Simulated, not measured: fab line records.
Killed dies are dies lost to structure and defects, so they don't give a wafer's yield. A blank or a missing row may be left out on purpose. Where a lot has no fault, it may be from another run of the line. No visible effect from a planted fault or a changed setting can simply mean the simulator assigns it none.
The tool behind it: which one? / flow gf180mcu / 14 lots, 42 wafers sampled, at 4 steps of a route of 602

## WHAT THE GAUGES SHOWED, per wafer
GF_STI_THK_MEAS_22. Usual: for STI_OXIDATION_01_THK the level is 14.92 nm and the standard deviation is 0.29.
lot=L549; measured=day 2 07:53; on=filmMetro-02; STI_OXIDATION_01_THK (nm)=14.90 14.56 14.76; flag=
lot=L550; measured=day 2 13:44; on=filmMetro-04; STI_OXIDATION_01_THK (nm)=14.50 14.37 14.35; flag=
lot=L551; measured=day 2 18:45; on=filmMetro-04; STI_OXIDATION_01_THK (nm)=15.00 15.03 14.91; flag=
lot=L554; measured=day 3 11:10; on=filmMetro-04; STI_OXIDATION_01_THK (nm)=14.72 14.93 14.87; flag=
lot=L556; measured=day 3 20:20; on=filmMetro-03; STI_OXIDATION_01_THK (nm)=14.98 15.42 15.50; flag=
lot=L557; measured=day 4 02:43; on=filmMetro-04; STI_OXIDATION_01_THK (nm)=14.88 14.52 14.74; flag=
lot=L558; measured=day 4 06:37; on=filmMetro-02; STI_OXIDATION_01_THK (nm)=14.97 14.98 14.71; flag=
lot=L559; measured=day 4 11:37; on=filmMetro-03; STI_OXIDATION_01_THK (nm)=15.37 15.19 15.11; flag=
lot=L560; measured=day 4 17:28; on=filmMetro-04; STI_OXIDATION_01_THK (nm)=15.38 15.70 15.56; flag=
lot=L565; measured=day 5 20:10; on=filmMetro-02; STI_OXIDATION_01_THK (nm)=14.95 15.02 15.05; flag=
lot=L568; measured=day 6 12:33; on=filmMetro-03; STI_OXIDATION_01_THK (nm)=14.73 14.61 14.80; flag=
lot=L569; measured=day 6 15:50; on=filmMetro-02; STI_OXIDATION_01_THK (nm)=14.94 14.81 14.92; flag=
lot=L570; measured=day 6 21:39; on=filmMetro-03; STI_OXIDATION_01_THK (nm)=14.53 14.77 14.93; flag=
lot=L571; measured=day 7 01:44; on=filmMetro-03; STI_OXIDATION_01_THK (nm)=14.87 15.09 15.02; flag=

GF_VT_IMPLANT_RS_MEAS_47: measurement is done with a four-point probe. Usual: for NWELL_RS the level is 488.3 ohm/sq and the standard deviation is 1.1.
lot=L549; measured=day 7 19:08; on=filmMetro-04; NWELL_RS (ohm/sq)=488.2 488.0 488.6; flag=
lot=L550; measured=day 8 03:22; on=filmMetro-01; NWELL_RS (ohm/sq)=488.1 488.3 487.4; flag=
lot=L551; measured=day 8 06:40; on=filmMetro-02; NWELL_RS (ohm/sq)=490.3 488.4 488.9; flag=
lot=L554; measured=day 9 06:10; on=filmMetro-02; NWELL_RS (ohm/sq)=487.6 488.8 487.6; flag=
lot=L556; measured=day 9 20:10; on=filmMetro-04; NWELL_RS (ohm/sq)=489.0 490.0 490.9; flag=
lot=L557; measured=day 10 00:19; on=filmMetro-01; NWELL_RS (ohm/sq)=486.9 486.7 487.6; flag=
lot=L558; measured=day 10 05:45; on=filmMetro-01; NWELL_RS (ohm/sq)=488.2 488.8 489.8; flag=
lot=L559; measured=day 10 11:37; on=filmMetro-04; NWELL_RS (ohm/sq)=489.5 489.0 489.1; flag=
lot=L560; measured=day 10 18:51; on=filmMetro-02; NWELL_RS (ohm/sq)=488.0 488.5 488.4; flag=
lot=L565; measured=day 12 06:22; on=filmMetro-01; NWELL_RS (ohm/sq)=489.3 488.4 489.0; flag=
lot=L568; measured=day 13 04:08; on=filmMetro-01; NWELL_RS (ohm/sq)=487.8 486.2 487.0; flag=
lot=L569; measured=day 13 12:44; on=filmMetro-01; NWELL_RS (ohm/sq)=485.2 488.1 488.0; flag=
lot=L570; measured=day 13 17:00; on=filmMetro-02; NWELL_RS (ohm/sq)=487.5 487.3 488.3; flag=
lot=L571; measured=day 13 21:17; on=filmMetro-04; NWELL_RS (ohm/sq)=488.6 488.2 487.8; flag=

## WHAT TOOL EACH LOT RAN ON (gives the tool, then ch and the chambers of the sampled wafers, and finally the start)
lot=L549; GF_VT_IMPLANT_DEVELOP_06=lithoTrack-04 ch 0, day 5 19:40; GF_VT_IMPLANT_STRIP_20=plasmaAsher-02 ch 0,1, day 6 11:23
lot=L550; GF_VT_IMPLANT_DEVELOP_06=lithoTrack-02 ch 0, day 6 04:14; GF_VT_IMPLANT_STRIP_20=plasmaAsher-01 ch 0,1, day 6 19:47
lot=L551; GF_VT_IMPLANT_DEVELOP_06=lithoTrack-04 ch 0, day 6 07:27; GF_VT_IMPLANT_STRIP_20=plasmaAsher-03 ch 0,1, day 6 22:43
lot=L554; GF_VT_IMPLANT_DEVELOP_06=lithoTrack-04 ch 0, day 7 04:36; GF_VT_IMPLANT_STRIP_20=plasmaAsher-02 ch 0, day 7 20:52
lot=L556; GF_VT_IMPLANT_DEVELOP_06=lithoTrack-04 ch 0, day 7 18:04; GF_VT_IMPLANT_STRIP_20=plasmaAsher-01 ch 0,1, day 8 10:16
lot=L557; GF_VT_IMPLANT_DEVELOP_06=lithoTrack-02 ch 0, day 7 21:23; GF_VT_IMPLANT_STRIP_20=plasmaAsher-02 ch 0,1, day 8 14:02
lot=L558; GF_VT_IMPLANT_DEVELOP_06=lithoTrack-04 ch 0, day 8 03:39; GF_VT_IMPLANT_STRIP_20=plasmaAsher-02 ch 0,1, day 8 19:34
lot=L559; GF_VT_IMPLANT_DEVELOP_06=lithoTrack-04 ch 0, day 8 08:15; GF_VT_IMPLANT_STRIP_20=plasmaAsher-03 ch 0,1, day 9 00:13
lot=L560; GF_VT_IMPLANT_DEVELOP_06=lithoTrack-04 ch 0, day 8 14:51; GF_VT_IMPLANT_STRIP_20=plasmaAsher-02 ch 0,1, day 9 07:22
lot=L565; GF_VT_IMPLANT_DEVELOP_06=lithoTrack-03 ch 0, day 9 22:47; GF_VT_IMPLANT_STRIP_20=plasmaAsher-01 ch 0,1, day 10 16:34
lot=L568; GF_VT_IMPLANT_DEVELOP_06=lithoTrack-04 ch 0, day 10 18:43; GF_VT_IMPLANT_STRIP_20=plasmaAsher-02 ch 1, day 11 12:49
lot=L569; GF_VT_IMPLANT_DEVELOP_06=lithoTrack-04 ch 0, day 11 02:55; GF_VT_IMPLANT_STRIP_20=plasmaAsher-01 ch 0,1, day 11 21:09
lot=L570; GF_VT_IMPLANT_DEVELOP_06=lithoTrack-03 ch 0, day 11 05:38; GF_VT_IMPLANT_STRIP_20=plasmaAsher-03 ch 0,1, day 12 00:58
lot=L571; GF_VT_IMPLANT_DEVELOP_06=lithoTrack-03 ch 0, day 11 10:02; GF_VT_IMPLANT_STRIP_20=plasmaAsher-01 ch 0,1, day 12 04:45
- GF_VT_IMPLANT_DEVELOP_06: develop time 60 s.
- GF_VT_IMPLANT_STRIP_20: strips in O2/N2.

## AS READ BY THE TOOLS THEMSELVES (means over the sampled wafers that have a number; for cases with no such wafer, the mark the record gives instead)
GF_VT_IMPLANT_DEVELOP_06. Usual: developerTempC 23.02 C, standard deviation 0.11; resistLineTempC 22.98 C, standard deviation 0.11.
lot=L549; tool=lithoTrack-04; developerTempC (C)=22.91; resistLineTempC (C)=22.98; flag=
lot=L550; tool=lithoTrack-02; developerTempC (C)=23.14; resistLineTempC (C)=22.88; flag=
lot=L551; tool=lithoTrack-04; developerTempC (C)=23.04; resistLineTempC (C)=22.97; flag=
lot=L554; tool=lithoTrack-04; developerTempC (C)=22.93; resistLineTempC (C)=23.04; flag=
lot=L556; tool=lithoTrack-04; developerTempC (C)=23.06; resistLineTempC (C)=23.11; flag=
lot=L557; tool=lithoTrack-02; developerTempC (C)=22.98; resistLineTempC (C)=23.01; flag=
lot=L558; tool=lithoTrack-04; developerTempC (C)=23.05; resistLineTempC (C)=23.05; flag=
lot=L559; tool=lithoTrack-04; developerTempC (C)=23.13; resistLineTempC (C)=23.05; flag=
lot=L560; tool=lithoTrack-04; developerTempC (C)=22.92; resistLineTempC (C)=23.00; flag=
lot=L565; tool=lithoTrack-03; developerTempC (C)=22.96; resistLineTempC (C)=23.01; flag=
lot=L568; tool=lithoTrack-04; developerTempC (C)=22.19; resistLineTempC (C)=23.03; flag=OFF
lot=L569; tool=lithoTrack-04; developerTempC (C)=22.07; resistLineTempC (C)=23.04; flag=OFF
lot=L570; tool=lithoTrack-03; developerTempC (C)=23.15; resistLineTempC (C)=23.02; flag=
lot=L571; tool=lithoTrack-03; developerTempC (C)=23.12; resistLineTempC (C)=23.13; flag=

GF_VT_IMPLANT_STRIP_20. Usual: drypumpMotorCurrentA 5.7 A, standard deviation 0.46; heaterPowerW 332 W, standard deviation 26; oesProductAu 0.716 a.u., standard deviation 0.0044; stripTimeToEndpointS 12.62 s, standard deviation 0.032.
lot=L549; tool=plasmaAsher-02; drypumpMotorCurrentA (A)=5.6; heaterPowerW (W)=308; oesProductAu (a.u.)=0.713; stripTimeToEndpointS (s)=12.62; flag=
lot=L550; tool=plasmaAsher-01; drypumpMotorCurrentA (A)=5.6; heaterPowerW (W)=327; oesProductAu (a.u.)=0.714; stripTimeToEndpointS (s)=12.59; flag=
lot=L551; tool=plasmaAsher-03; drypumpMotorCurrentA (A)=5.7; heaterPowerW (W)=373; oesProductAu (a.u.)=0.711; stripTimeToEndpointS (s)=12.62; flag=
lot=L554; tool=plasmaAsher-02; drypumpMotorCurrentA (A)=5.4; heaterPowerW (W)=304; oesProductAu (a.u.)=0.714; stripTimeToEndpointS (s)=12.59; flag=
lot=L556; tool=plasmaAsher-01; drypumpMotorCurrentA (A)=5.7; heaterPowerW (W)=329; oesProductAu (a.u.)=0.718; stripTimeToEndpointS (s)=12.63; flag=
lot=L557; tool=plasmaAsher-02; drypumpMotorCurrentA (A)=5.5; heaterPowerW (W)=311; oesProductAu (a.u.)=0.715; stripTimeToEndpointS (s)=12.64; flag=
lot=L558; tool=plasmaAsher-02; drypumpMotorCurrentA (A)=5.5; heaterPowerW (W)=309; oesProductAu (a.u.)=0.718; stripTimeToEndpointS (s)=12.66; flag=
lot=L559; tool=plasmaAsher-03; drypumpMotorCurrentA (A)=5.9; heaterPowerW (W)=368; oesProductAu (a.u.)=0.714; stripTimeToEndpointS (s)=12.60; flag=
lot=L560; tool=plasmaAsher-02; drypumpMotorCurrentA (A)=5.6; heaterPowerW (W)=303; oesProductAu (a.u.)=0.713; stripTimeToEndpointS (s)=12.63; flag=
lot=L565; tool=plasmaAsher-01; drypumpMotorCurrentA (A)=6.1; heaterPowerW (W)=322; oesProductAu (a.u.)=0.717; stripTimeToEndpointS (s)=12.63; flag=
lot=L568; tool=plasmaAsher-02; drypumpMotorCurrentA (A)=5.7; heaterPowerW (W)=313; oesProductAu (a.u.)=0.713; stripTimeToEndpointS (s)=12.58; flag=
lot=L569; tool=plasmaAsher-01; drypumpMotorCurrentA (A)=6.1; heaterPowerW (W)=322; oesProductAu (a.u.)=0.719; stripTimeToEndpointS (s)=12.64; flag=
lot=L570; tool=plasmaAsher-03; drypumpMotorCurrentA (A)=5.9; heaterPowerW (W)=374; oesProductAu (a.u.)=0.712; stripTimeToEndpointS (s)=12.60; flag=
lot=L571; tool=plasmaAsher-01; drypumpMotorCurrentA (A)=5.6; heaterPowerW (W)=324; oesProductAu (a.u.)=0.717; stripTimeToEndpointS (s)=12.63; flag=

## THE ANSWER, worked out from the rows above alone
Rule: lot off if the mean of its wafers having a number is beyond 3 standard deviations from the usual mean. Also off: a lot with no number at a reading for which 4 or more lots have one. Where the step has rows for the other lots, those lots are counted as sound. Order of review: gauges by route order, followed by the tools' own readings, for which a lot's mean as printed above is used. The first step at which some lot is off is used, and at that step the reading that is off furthest; a lot without a number counts as furthest.
Off, at GF_VT_IMPLANT_DEVELOP_06 on developerTempC: L568, L569.
If a tool, at that step or one of the process steps before it, ran each lot that is off and ran no sound lot following the first of them, it fits. One candidate fits, namely lithoTrack-04 at GF_VT_IMPLANT_DEVELOP_06. A fault onset in the window from L560 (day 8 14:51, its last sound lot) to L568 (day 10 18:43, its first lot off) fits.
On the lots that are off, the tool's own readings at GF_VT_IMPLANT_DEVELOP_06 differ by more than 5 times the standard deviation of the sound lots' means, which bears it out; developerTempC reads 22.13 C there versus 23.03 C on the sound lots.

## WHAT THE SIMULATOR HAD PUT IN
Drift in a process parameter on lithoTrack-04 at GF_VT_IMPLANT_DEVELOP_06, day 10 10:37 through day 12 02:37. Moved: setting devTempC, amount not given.
Shown lots that were struck: L568, L569. The rule above found the same.
